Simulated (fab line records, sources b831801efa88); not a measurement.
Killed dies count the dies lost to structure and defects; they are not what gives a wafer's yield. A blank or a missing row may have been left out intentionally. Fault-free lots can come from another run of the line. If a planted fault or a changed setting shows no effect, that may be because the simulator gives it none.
fab line records | flow sky130
record: lots: 11 | wafers: 33 | last_day: 50
route steps=708 shown LDD_HVN@276 LDD_HVP@282 POLY_CUT@318 PAD_OPEN@708
lots with no fault: from the same line, run without faults
start_h: hours from the record's opening day to when the first of the lot's shown wafers began | wait_h: how many hours have passed since the lot's step before this one | " identical to the entry in the row above | L1.1+2: a single row standing in for several wafers | - no value, or no start was given | * or withheld: withheld | < > ~ a bound
route shown NAME@n: NAME is a module with steps in the file, n the number in the route of the first one | usual: the fault-free wafers' mean and standard deviation | same: alike in all rows | chamber/n: place in a boat | sites: each site's reading | _std_site: the standard deviation of these | _edge_site: inner sites' mean taken away from outer sites' mean | radius_mm: how far each site lies from the wafer's centre | mask NAME#n: copy n | behind: the last tool/chamber to shape the wafer | hold: the reason the lot was held/the length of the hold in hours/how it ended | device: transistor that didn't switch, given as n, p or np | end of line: tests run on the same wafers once the route is complete | for a step that has no rows: nothing shown but its recipe | killed: not the wafer's yield, but the dies lost to structure and defects at the first sort | map: a wafer's dies, marking killed ones x, the rest . and places with no die _
set.NAME: the setting that was run; set.NAME@STEP: the one run at that earlier step | model.NAME: the simulator's own value behind a step, which no gauge read
steps of the route over a sample of lots; a table a step, a row a wafer
services: when a tool's chamber went out of use (start_h, in hours from the record's first day, below 0 if earlier), for how many hours, and the reason
== steps ==
step: SKY_LDD_HVN_STRIP_09
recipe: chemistry: O2/N2 | power_w: 1400 | pressure_mtorr: 1500 | platen_temp_c: withheld | o2_flow_sccm: 3000 | n2_flow_sccm: 289.6 | overash_fraction: 0.5
usual: drypump_motor_current_A: 5.9/0.45 | oes_product_au: 0.408/0.0045 | strip_time_to_endpoint_s: 4.132/0.017
lot.wafer | tool            | chamber | start_h | wait_h | drypump_motor_current_A | oes_product_au | rf_hours_counter_h | strip_time_to_endpoint_s
L470.2    | plasma_asher-03 | 0       | 466.30  | 0.1    | 6.2                     | 0.406          | 81                 | 4.107
L470.3    | "               | 0       | "       | "      | 6.2                     | 0.410          | -                  | 4.126
L470.6    | "               | 0       | "       | "      | 6.2                     | 0.405          | -                  | 4.121
L471.3    | plasma_asher-01 | 0       | 476.19  | 0.1    | 5.8                     | 0.409          | -                  | 4.155
L471.5    | "               | 0       | "       | "      | 5.8                     | 0.405          | -                  | 4.147
L471.6    | "               | 1       | "       | "      | 4.9                     | 0.414          | -                  | 4.132
L473.2    | plasma_asher-04 | 1       | 501.70  | 0.1    | 6.3                     | 0.407          | 64                 | 4.108
L473.3    | "               | 0       | "       | "      | 5.7                     | 0.409          | -                  | 4.097
L473.5    | "               | 1       | "       | "      | 6.4                     | 0.409          | -                  | 4.108
L474.1    | plasma_asher-04 | 1       | 502.80  | 0.1    | 6.4                     | 0.405          | 64                 | 4.140
L474.5    | "               | 0       | "       | "      | 5.7                     | 0.411          | -                  | 4.149
L474.6    | "               | 1       | "       | "      | 6.4                     | 0.404          | -                  | 4.142
L476.1    | plasma_asher-03 | 0       | 522.56  | 0.1    | 6.2                     | 0.411          | 87                 | 4.122
L476.2    | "               | 1       | "       | "      | 6.2                     | 0.408          | 87                 | 4.120
L476.3    | "               | 1       | "       | "      | 6.2                     | 0.408          | -                  | 4.103
L477.1    | plasma_asher-03 | 0       | 532.55  | 0.1    | 6.2                     | 0.402          | 88                 | 4.141
L477.4    | "               | 1       | "       | "      | 6.2                     | 0.417          | -                  | 4.135
L477.6    | "               | 1       | "       | "      | 6.2                     | 0.423          | -                  | 4.146
L479.2    | plasma_asher-01 | 0       | 550.56  | 0.1    | 5.8                     | 0.408          | 47                 | 4.139
L479.3    | "               | 1       | "       | "      | 4.9                     | 0.406          | -                  | 4.132
L479.6    | "               | 0       | "       | "      | 5.8                     | 0.413          | -                  | 4.101
L488.2    | plasma_asher-03 | 0       | 625.84  | 0.1    | 6.2                     | 0.413          | 98                 | 4.117
L488.5    | "               | 0       | "       | "      | 6.2                     | 0.412          | -                  | 4.126
L488.6    | "               | 1       | "       | "      | 6.2                     | 0.404          | -                  | 4.130
L489.1    | plasma_asher-03 | 0       | 637.39  | 0.1    | 6.2                     | 0.410          | 99                 | 4.157
L489.2    | "               | 1       | "       | "      | 6.2                     | 0.416          | 99                 | 4.173
L489.4    | "               | 0       | "       | "      | 6.2                     | 0.410          | -                  | 4.164
L490.3    | plasma_asher-04 | 0       | 642.33  | 0.1    | 5.8                     | 0.397          | -                  | 4.125
L490.5    | "               | 0       | "       | "      | 5.8                     | 0.413          | -                  | 4.135
L490.6    | "               | 1       | "       | "      | 6.4                     | 0.404          | -                  | 4.112
L491.3    | plasma_asher-03 | 1       | 654.29  | 0.1    | 6.2                     | 0.412          | -                  | 4.125
L491.4    | "               | 0       | "       | "      | 6.2                     | 0.408          | -                  | 4.148
L491.5    | "               | 0       | "       | "      | 6.2                     | 0.407          | -                  | 4.133
step: SKY_LDD_HVP_EXPOSE_04
recipe: mask_id: HVPTM | na: 0.6 | source_shape: conventional | sigma_outer: 0.6 | polarization: unpolarized | target_cd_nm: 700 | dose_mj: 86
usual: stage_vel_mm_s: 500.02/0.24
lot.wafer | tool             | chamber | start_h | wait_h | mask    | stage_vel_mm_s
L470.2    | iline_stepper-01 | 0       | 482.53  | -      | HVPTM#0 | 499.67
L470.3    | "                | 0       | "       | "      | HVPTM#0 | 500.21
L470.6    | "                | 0       | "       | "      | HVPTM#0 | 499.88
L471.3    | iline_stepper-01 | 0       | 491.71  | -      | HVPTM#0 | 499.99
L471.5    | "                | 0       | "       | "      | HVPTM#0 | 499.83
L471.6    | "                | 0       | "       | "      | HVPTM#0 | 499.61
L473.2    | iline_stepper-02 | 0       | 516.81  | -      | HVPTM#0 | 499.62
L473.3    | "                | 0       | "       | "      | HVPTM#0 | 499.58
L473.5    | "                | 0       | "       | "      | HVPTM#0 | 500.07
L474.1    | iline_stepper-02 | 0       | 517.61  | -      | HVPTM#0 | 499.78
L474.5    | "                | 0       | "       | "      | HVPTM#0 | 500.16
L474.6    | "                | 0       | "       | "      | HVPTM#0 | 500.12
L476.1    | iline_stepper-02 | 0       | 537.14  | -      | HVPTM#0 | 499.95
L476.2    | "                | 0       | "       | "      | HVPTM#0 | 499.73
L476.3    | "                | 0       | "       | "      | HVPTM#0 | 500.05
L477.1    | iline_stepper-02 | 0       | 547.66  | -      | HVPTM#0 | 500.03
L477.4    | "                | 0       | "       | "      | HVPTM#0 | 500.36
L477.6    | "                | 0       | "       | "      | HVPTM#0 | 499.96
L479.2    | iline_stepper-02 | 0       | 565.41  | -      | HVNTM#0 | 500.35
L479.3    | "                | 0       | "       | "      | HVNTM#0 | 500.12
L479.6    | "                | 0       | "       | "      | HVNTM#0 | 500.42
L488.2    | iline_stepper-01 | 0       | 640.63  | -      | HVPTM#0 | 499.54
L488.5    | "                | 0       | "       | "      | HVPTM#0 | 499.84
L488.6    | "                | 0       | "       | "      | HVPTM#0 | 499.90
L489.1    | iline_stepper-02 | 0       | 651.59  | -      | HVPTM#0 | 500.39
L489.2    | "                | 0       | "       | "      | HVPTM#0 | 500.00
L489.4    | "                | 0       | "       | "      | HVPTM#0 | 500.33
L490.3    | iline_stepper-02 | 0       | 657.20  | -      | HVPTM#0 | 499.90
L490.5    | "                | 0       | "       | "      | HVPTM#0 | 499.58
L490.6    | "                | 0       | "       | "      | HVPTM#0 | 499.94
L491.3    | iline_stepper-01 | 0       | 668.19  | -      | HVPTM#0 | 499.89
L491.4    | "                | 0       | "       | "      | HVPTM#0 | 500.09
L491.5    | "                | 0       | "       | "      | HVPTM#0 | 499.78
step: SKY_LDD_HVP_OVL_MEAS_07
usual: LDD_HVP_OVL: -1.2/1.4
lot.wafer | tool       | chamber | start_h | wait_h | LDD_HVP_OVL[nm]
L470.2    | overlay-01 | -       | 496.67  | 0.1    | 3.1
L470.3    | "          | -       | "       | "      | 1.3
L470.6    | "          | -       | "       | "      | 0.9
L471.3    | overlay-02 | -       | 505.92  | 0.1    | -3.9
L471.5    | "          | -       | "       | "      | -1.8
L471.6    | "          | -       | "       | "      | -2.6
L473.2    | overlay-02 | -       | 531.27  | 0.1    | -1.3
L473.3    | "          | -       | "       | "      | -2.2
L473.5    | "          | -       | "       | "      | -0.4
L474.1    | overlay-01 | -       | 532.06  | 0.1    | 0.4
L474.5    | "          | -       | "       | "      | 0.0
L474.6    | "          | -       | "       | "      | -2.7
L476.1    | overlay-01 | -       | 551.86  | 0.1    | -1.2
L476.2    | "          | -       | "       | "      | -1.7
L476.3    | "          | -       | "       | "      | -1.0
L477.1    | overlay-02 | -       | 562.16  | 0.1    | 0.6
L477.4    | "          | -       | "       | "      | 1.3
L477.6    | "          | -       | "       | "      | 1.3
L479.2    | overlay-02 | -       | 580.07  | 0.1    | -
L479.3    | "          | -       | "       | "      | -
L479.6    | "          | -       | "       | "      | -
L488.2    | overlay-01 | -       | 654.97  | 0.1    | -1.2
L488.5    | "          | -       | "       | "      | -1.7
L488.6    | "          | -       | "       | "      | -1.7
L489.1    | overlay-02 | -       | 665.67  | 0.1    | -2.0
L489.2    | "          | -       | "       | "      | -0.9
L489.4    | "          | -       | "       | "      | -1.6
L490.3    | overlay-01 | -       | 670.67  | 0.1    | 1.9
L490.5    | "          | -       | "       | "      | -0.7
L490.6    | "          | -       | "       | "      | -0.8
L491.3    | overlay-02 | -       | 681.62  | 0.1    | -0.6
L491.4    | "          | -       | "       | "      | -0.9
L491.5    | "          | -       | "       | "      | -1.5
step: SKY_LDD_HVP_TW_MEAS_10
usual: LDD_HVP_TW: 458.6/2.1
lot.wafer | tool          | chamber | start_h | wait_h | LDD_HVP_TW
L470.2    | film_metro-02 | -       | 496.96  | 0.1    | 457.1
L470.3    | "             | -       | "       | "      | 455.8
L470.6    | "             | -       | "       | "      | 455.1
L471.3    | film_metro-02 | -       | 506.22  | 0.1    | 460.8
L471.5    | "             | -       | "       | "      | 462.6
L471.6    | "             | -       | "       | "      | 460.3
L473.2    | film_metro-01 | -       | 531.56  | 0.1    | 457.5
L473.3    | "             | -       | "       | "      | 456.7
L473.5    | "             | -       | "       | "      | 460.4
L474.1    | film_metro-01 | -       | 532.35  | 0.1    | 458.1
L474.5    | "             | -       | "       | "      | 457.9
L474.6    | "             | -       | "       | "      | 458.0
L476.1    | film_metro-02 | -       | 552.15  | 0.1    | 462.8
L476.2    | "             | -       | "       | "      | 461.3
L476.3    | "             | -       | "       | "      | 461.6
L477.1    | film_metro-04 | -       | 562.45  | 0.1    | 457.5
L477.4    | "             | -       | "       | "      | 457.7
L477.6    | "             | -       | "       | "      | 457.6
L479.2    | film_metro-02 | -       | 580.36  | 0.1    | 30.1
L479.3    | "             | -       | "       | "      | 30.4
L479.6    | "             | -       | "       | "      | 30.2
L488.2    | film_metro-01 | -       | 655.26  | 0.1    | 458.5
L488.5    | "             | -       | "       | "      | 458.9
L488.6    | "             | -       | "       | "      | 459.8
L489.1    | film_metro-02 | -       | 665.96  | 0.1    | 457.0
L489.2    | "             | -       | "       | "      | 456.3
L489.4    | "             | -       | "       | "      | 455.2
L490.3    | film_metro-04 | -       | 670.97  | 0.1    | 458.7
L490.5    | "             | -       | "       | "      | 459.9
L490.6    | "             | -       | "       | "      | 459.0
L491.3    | film_metro-02 | -       | 681.92  | 0.1    | 455.3
L491.4    | "             | -       | "       | "      | 458.5
L491.5    | "             | -       | "       | "      | 458.2
step: SKY_POLY_CUT_ETCH_11
recipe: target: Si3N4 | chemistry: CF4/CH2F2/Ar | stop_on: poly-Si | source_w: 600 | bias_w: 150 | pressure_mtorr: 40 | cf4_flow_sccm: 40 | ch2f2_flow_sccm: 20 | Ar_flow_sccm: 150 | time_s: 42.5 | target_depth_a: 600
usual: drypump_motor_current_A: 5.6/0.39 | oes_product_au: 0.833/0.0061 | throttle_valve_pct: 14.995/0.0078
lot.wafer | tool        | chamber | start_h | wait_h | drypump_motor_current_A | oes_product_au | rf_hours_counter_h | throttle_valve_pct
L470.2    | rie_diel-01 | 3       | 559.11  | 0.0    | 6.1                     | 0.838          | 2                  | 14.998
L470.3    | "           | 0       | "       | "      | 5.8                     | 0.832          | 27                 | 15.001
L470.6    | "           | 0       | "       | "      | 5.8                     | 0.832          | -                  | 14.986
L471.3    | rie_diel-02 | 2       | 567.66  | 0.0    | 5.2                     | 0.831          | 9                  | 15.012
L471.5    | "           | 1       | "       | "      | 5.1                     | 0.827          | -                  | 14.990
L471.6    | "           | 0       | "       | "      | 5.5                     | 0.826          | -                  | 14.991
L473.2    | rie_diel-02 | 2       | 591.12  | 0.0    | 5.2                     | 0.831          | 9                  | 14.998
L473.3    | "           | 1       | "       | "      | 5.1                     | 0.821          | 2                  | 15.016
L473.5    | "           | 1       | "       | "      | 5.1                     | 0.842          | -                  | 14.994
L474.1    | rie_diel-02 | 3       | 594.41  | 0.0    | 6.2                     | 0.842          | 12                 | 14.990
L474.5    | "           | 1       | "       | "      | 5.1                     | 0.844          | -                  | 14.988
L474.6    | "           | 3       | "       | "      | 6.2                     | 0.848          | -                  | 14.995
L476.1    | rie_diel-02 | 1       | 612.27  | 0.0    | 5.1                     | 0.835          | 2                  | 15.001
L476.2    | "           | 2       | "       | "      | 5.2                     | 0.839          | 10                 | 14.997
L476.3    | "           | 3       | "       | "      | 6.2                     | 0.829          | 12                 | 14.990
L477.1    | rie_diel-01 | 2       | 622.07  | 0.0    | 5.4                     | 0.827          | 1                  | 14.992
L477.4    | "           | 1       | "       | "      | 5.6                     | 0.824          | 3                  | 14.994
L477.6    | "           | 2       | "       | "      | 5.3                     | 0.834          | -                  | 15.004
L479.2    | rie_diel-04 | 2       | 640.21  | 0.0    | 5.9                     | 0.832          | 2                  | 14.999
L479.3    | "           | 0       | "       | "      | 5.5                     | 0.833          | 13                 | 14.988
L479.6    | "           | 1       | "       | "      | 5.0                     | 0.836          | -                  | 14.987
L488.2    | rie_diel-01 | 0       | 713.26  | 0.0    | 5.8                     | 0.837          | 30                 | 15.001
L488.5    | "           | 2       | "       | "      | 5.4                     | 0.814          | -                  | 14.998
L488.6    | "           | 1       | "       | "      | 5.6                     | 0.829          | -                  | 14.997
L489.1    | rie_diel-04 | 0       | 723.47  | 0.0    | 5.5                     | 0.828          | 14                 | 14.999
L489.2    | "           | 2       | "       | "      | 6.0                     | 0.828          | 3                  | 14.992
L489.4    | "           | 1       | "       | "      | 5.0                     | 0.832          | 2                  | 15.005
L490.3    | rie_diel-01 | 3       | 729.62  | 0.0    | 6.1                     | 0.830          | 5                  | 15.010
L490.5    | "           | 2       | "       | "      | 5.3                     | 0.825          | -                  | 14.981
L490.6    | "           | 3       | "       | "      | 6.1                     | 0.839          | -                  | 14.995
L491.3    | rie_diel-04 | 0       | 740.57  | 0.0    | 5.5                     | 0.835          | 15                 | 14.988
L491.4    | "           | 3       | "       | "      | 6.0                     | 0.840          | -                  | 14.992
L491.5    | "           | 0       | "       | "      | 5.5                     | 0.832          | -                  | 14.993
step: SKY_POLY_CUT_STRIP_12
recipe: chemistry: O2/N2 | power_w: 1400 | pressure_mtorr: 1500 | platen_temp_c: withheld | o2_flow_sccm: 3000 | n2_flow_sccm: 300 | overash_fraction: 0.5
usual: drypump_motor_current_A: 5.7/0.49 | oes_product_au: 0.454/0.0045 | strip_time_to_endpoint_s: 5.370/0.017
lot.wafer | tool            | chamber | start_h | wait_h | drypump_motor_current_A | oes_product_au | rf_hours_counter_h | strip_time_to_endpoint_s
L470.2    | plasma_asher-04 | 1       | 559.15  | 0.0    | 6.3                     | 0.452          | 70                 | 5.362
L470.3    | "               | 0       | "       | "      | 5.7                     | 0.454          | -                  | 5.373
L470.6    | "               | 0       | "       | "      | 5.8                     | 0.448          | -                  | 5.393
L471.3    | plasma_asher-04 | 1       | 567.73  | 0.1    | 6.4                     | 0.451          | -                  | 5.348
L471.5    | "               | 1       | "       | "      | 6.4                     | 0.458          | -                  | 5.329
L471.6    | "               | 0       | "       | "      | 5.8                     | 0.455          | -                  | 5.360
L473.2    | plasma_asher-01 | 1       | 591.16  | 0.0    | 4.9                     | 0.456          | 51                 | 5.361
L473.3    | "               | 0       | "       | "      | 5.8                     | 0.457          | -                  | 5.359
L473.5    | "               | 0       | "       | "      | 5.8                     | 0.458          | -                  | 5.355
L474.1    | plasma_asher-02 | 1       | 594.45  | 0.0    | 5.1                     | 0.456          | 14                 | 5.395
L474.5    | "               | 1       | "       | "      | 5.1                     | 0.454          | -                  | 5.362
L474.6    | "               | 0       | "       | "      | 5.9                     | 0.453          | -                  | 5.383
L476.1    | plasma_asher-04 | 0       | 612.31  | 0.0    | 5.7                     | 0.454          | 75                 | 5.361
L476.2    | "               | 1       | "       | "      | 6.3                     | 0.451          | 75                 | 5.372
L476.3    | "               | 1       | "       | "      | 6.3                     | 0.451          | -                  | 5.373
L477.1    | plasma_asher-04 | 1       | 622.11  | 0.0    | 6.4                     | 0.442          | 76                 | 5.352
L477.4    | "               | 0       | "       | "      | 5.8                     | 0.455          | -                  | 5.368
L477.6    | "               | 0       | "       | "      | 5.7                     | 0.457          | -                  | 5.321
L479.2    | plasma_asher-04 | 1       | 640.25  | 0.0    | 6.4                     | 0.456          | 78                 | 5.389
L479.3    | "               | 1       | "       | "      | 6.4                     | 0.451          | -                  | 5.363
L479.6    | "               | 1       | "       | "      | 6.4                     | 0.457          | -                  | 5.366
L488.2    | plasma_asher-01 | 0       | 713.30  | 0.0    | 5.8                     | 0.449          | 63                 | 5.392
L488.5    | "               | 1       | "       | "      | 4.9                     | 0.452          | -                  | 5.359
L488.6    | "               | 0       | "       | "      | 5.8                     | 0.452          | -                  | 5.359
L489.1    | plasma_asher-04 | 0       | 723.51  | 0.0    | 5.7                     | 0.444          | 86                 | 5.385
L489.2    | "               | 1       | "       | "      | 6.4                     | 0.454          | 86                 | 5.383
L489.4    | "               | 0       | "       | "      | 5.8                     | 0.460          | -                  | 5.373
L490.3    | plasma_asher-02 | 0       | 729.69  | 0.1    | 5.8                     | 0.458          | -                  | 5.356
L490.5    | "               | 0       | "       | "      | 5.8                     | 0.447          | -                  | 5.356
L490.6    | "               | 1       | "       | "      | 5.2                     | 0.460          | -                  | 5.343
L491.3    | plasma_asher-01 | 0       | 740.64  | 0.1    | 5.8                     | 0.453          | -                  | 5.370
L491.4    | "               | 1       | "       | "      | 4.9                     | 0.447          | -                  | 5.367
L491.5    | "               | 1       | "       | "      | 4.9                     | 0.450          | -                  | 5.375
step: SKY_PAD_OPEN_PROBE_99
usual: killed_at_M0_to_M3: 43/7 | killed_at_M4_up: 3.0/1.9 | killed_at_contacts: 24/4.6 | killed_at_front_end: 15/4.1 | killed_at_other: 0.3/0.52 | killed_dies: 84/9.7 | killed_on_rim: 16/3.6 | killed_open: 46/6.9 | killed_short: 38/6.8
same: gross_dies: 492 | killed_at_back_side: 0
lot.wafer | tool      | chamber | start_h | wait_h | killed_at_M0_to_M3 | killed_at_M4_up | killed_at_contacts | killed_at_front_end | killed_at_other | killed_dies | killed_on_rim | killed_open | killed_short
L470.2    | prober-02 | -       | 1075.86 | 0.1    | 25                 | 4               | 25                 | 13                  | 1               | 68          | 18            | 36          | 30
L470.3    | prober-02 | -       | 1075.91 | 0.2    | 40                 | 3               | 17                 | 21                  | 0               | 81          | 14            | 43          | 38
L470.6    | prober-02 | -       | 1076.06 | 0.2    | 40                 | 2               | 17                 | 14                  | 0               | 73          | 13            | 48          | 23
L477.1    | prober-01 | -       | 1120.15 | 0.1    | 41                 | 2               | 21                 | 12                  | 0               | 76          | 13            | 41          | 35
L477.4    | prober-01 | -       | 1120.30 | 0.2    | 50                 | 4               | 25                 | 13                  | 0               | 92          | 14            | 57          | 35
L477.6    | prober-01 | -       | 1120.40 | 0.2    | 40                 | 3               | 28                 | 11                  | 0               | 82          | 13            | 49          | 33
L479.2    | prober-01 | -       | 1133.83 | 0.1    | 45                 | 4               | 37                 | 405                 | 1               | 492         | 96            | 57          | 44
L479.3    | prober-01 | -       | 1133.88 | 0.2    | 48                 | 5               | 20                 | 419                 | 0               | 492         | 96            | 53          | 37
L479.6    | prober-01 | -       | 1134.03 | 0.2    | 32                 | 4               | 24                 | 432                 | 0               | 492         | 96            | 42          | 31
L488.2    | prober-01 | -       | 1178.76 | 0.1    | 34                 | 1               | 28                 | 18                  | 0               | 81          | 12            | 39          | 42
L488.5    | prober-01 | -       | 1178.91 | 0.2    | 42                 | 5               | 26                 | 16                  | 0               | 89          | 18            | 39          | 46
L488.6    | prober-01 | -       | 1178.96 | 0.2    | 37                 | 2               | 21                 | 15                  | 1               | 76          | 14            | 38          | 35
killed by level:class
L470.2 LOCAL_INTERCONNECT:geometric_particle:short=9 FIELD_ISO:geometric_particle:open=6 LI_CONTACT:geometric_particle:open=5 CONTACT:geometric_particle:short=5 VIA1:geometric_particle:open=5 CONTACT:geometric_particle:open=3 METAL1:geometric_particle:short=3 METAL2:geometric_particle:short=3
L470.3 VIA1:geometric_particle:open=11 METAL1:geometric_particle:short=7 VIA2:geometric_particle:open=7 FIELD_ISO:geometric_particle:open=6 FIELD_ISO:geometric_particle:short=5 LI_CONTACT:geometric_particle:short=5 VIA1:geometric_particle:short=4 METAL2:geometric_particle:short=4
L470.6 VIA1:geometric_particle:open=11 LI_CONTACT:geometric_particle:open=9 VIA3:geometric_particle:open=8 CONTACT:geometric_particle:open=5 VIA1:geometric_particle:short=5 FIELD_ISO:geometric_particle:short=4 VIA2:geometric_particle:open=4 FIELD_ISO:geometric_particle:open=3
L477.1 VIA1:geometric_particle:open=11 METAL2:geometric_particle:short=8 CONTACT:geometric_particle:open=7 VIA2:geometric_particle:open=7 LOCAL_INTERCONNECT:geometric_particle:short=4 LI_CONTACT:geometric_particle:open=4 POLY_GATE:geometric_particle:open=3 LI_CONTACT:geometric_particle:short=3
L477.4 VIA1:geometric_particle:open=20 LI_CONTACT:geometric_particle:open=9 VIA2:geometric_particle:open=9 CONTACT:geometric_particle:open=8 METAL1:geometric_particle:short=5 FIELD_ISO:geometric_particle:short=4 SPACER:geometric_particle:short=4 VIA3:geometric_particle:open=4
L477.6 CONTACT:geometric_particle:open=13 VIA1:geometric_particle:open=9 VIA3:geometric_particle:open=9 LI_CONTACT:geometric_particle:open=6 VIA1:geometric_particle:short=5 CONTACT:geometric_particle:short=4 LOCAL_INTERCONNECT:geometric_particle:short=4 VIA3:geometric_particle:short=4
L479.2 LDD_HVP:area_expose=390 VIA2:geometric_particle:open=14 CONTACT:geometric_particle:open=12 LOCAL_INTERCONNECT:geometric_particle:short=7 LI_CONTACT:geometric_particle:open=7 CONTACT:geometric_particle:short=7 FIELD_ISO:geometric_particle:open=6 METAL1:geometric_particle:short=6
L479.3 LDD_HVP:area_expose=401 METAL2:geometric_particle:short=10 VIA2:geometric_particle:open=10 CONTACT:geometric_particle:open=9 LI_CONTACT:geometric_particle:open=7 VIA1:geometric_particle:open=6 VIA3:geometric_particle:open=6 POLY_GATE:geometric_particle:open=5
L479.6 LDD_HVP:area_expose=419 CONTACT:geometric_particle:open=10 VIA1:geometric_particle:open=7 LI_CONTACT:geometric_particle:short=6 LI_CONTACT:geometric_particle:open=5 VIA2:geometric_particle:open=5 METAL2:geometric_particle:short=5 VIA3:geometric_particle:open=4
L488.2 CONTACT:geometric_particle:open=10 VIA1:geometric_particle:open=9 VIA2:geometric_particle:short=8 POLY_GATE:geometric_particle:short=7 CONTACT:geometric_particle:short=7 LI_CONTACT:geometric_particle:open=6 VIA1:geometric_particle:short=5 VIA2:geometric_particle:open=5
L488.5 CONTACT:geometric_particle:open=12 VIA1:geometric_particle:open=7 VIA2:geometric_particle:short=7 FIELD_ISO:geometric_particle:short=6 METAL2:geometric_particle:short=6 VIA1:geometric_particle:short=5 VIA2:geometric_particle:open=5 LOCAL_INTERCONNECT:geometric_particle:short=4
L488.6 VIA3:geometric_particle:open=7 VIA1:geometric_particle:open=6 LOCAL_INTERCONNECT:geometric_particle:short=6 CONTACT:geometric_particle:open=5 VIA1:geometric_particle:short=5 POLY_GATE:geometric_particle:open=4 LI_CONTACT:geometric_particle:open=4 CONTACT:geometric_particle:short=4
== services ==
tool             | chamber | start_h | hours | kind
rie_diel-02      | 2       | 455.32  | 6.1   | repair
rie_diel-02      | 3       | 458.50  | 3.1   | repair
plasma_asher-04  | -       | 461.91  | 2.1   | repair
plasma_asher-03  | -       | 527.00  | 1.8   | repair
rie_diel-01      | 3       | 543.71  | 7.1   | repair
rie_diel-01      | 3       | 566.69  | 17.1  | repair
rie_diel-02      | 2       | 576.71  | 9.4   | repair
rie_diel-02      | 0       | 582.53  | 36.4  | repair
iline_stepper-01 | -       | 583.05  | 5.5   | repair
iline_stepper-01 | -       | 592.65  | 2.1   | pm
plasma_asher-01  | -       | 611.56  | 2.2   | repair
rie_diel-02      | 2       | 615.62  | 1.9   | repair
iline_stepper-02 | -       | 616.47  | 1.7   | pm
rie_diel-02      | 3       | 632.85  | 45.0  | repair
rie_diel-02      | 2       | 638.07  | 6.1   | repair
rie_diel-02      | 1       | 642.62  | 2.8   | repair
iline_stepper-01 | -       | 650.42  | 1.7   | pm
iline_stepper-02 | -       | 667.08  | 4.4   | pm
iline_stepper-01 | -       | 673.58  | 7.5   | repair
plasma_asher-03  | -       | 683.83  | 8.2   | pm
plasma_asher-04  | -       | 694.82  | 4.3   | repair
rie_diel-02      | 2       | 699.33  | 7.5   | repair
plasma_asher-03  | -       | 733.75  | 9.0   | pm
plasma_asher-04  | -       | 740.58  | 4.5   | repair
== key ==
first_sign: step: SKY_LDD_HVP_EXPOSE_04 | reading: mask | direction: changed
effect: step: SKY_LDD_HVP_OVL_MEAS_07 | reading: LDD_HVP_OVL | direction: missing
effect: step: SKY_LDD_HVP_TW_MEAS_10 | reading: LDD_HVP_TW | direction: down | sigmas: 99+ | usual: 458.6 | struck: 30.2
effect: step: SKY_PAD_OPEN_PROBE_99 | reading: killed_at_front_end | direction: up | sigmas: 98 | usual: 15 | struck: 419
more_kills_born_at: SKY_LDD_HVP_EXPOSE_04@iline_stepper-02: 1210
met_at SKY_LDD_HVP_EXPOSE_04
struck_lots L479
tester_left_out L479
not_acting_at SKY_LDD_HVN_STRIP_09,SKY_POLY_CUT_ETCH_11,SKY_POLY_CUT_STRIP_12
onset_between 547.66 565.41
fault: kind: wrong_mask | tool: any | chamber: - | onset_h: 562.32 | steps: SKY_LDD_HVP_EXPOSE_04 | aux_copy: HVNTM#0 | scope: struck_lots_only
tester_left_out: of these lots the tester's yield and bins aren't shown, on N5 and GAA mostly nor the transistor test; their killed dies are dies lost to structure and defects alone, not to doping, threshold or leakage, so they don't give the yield
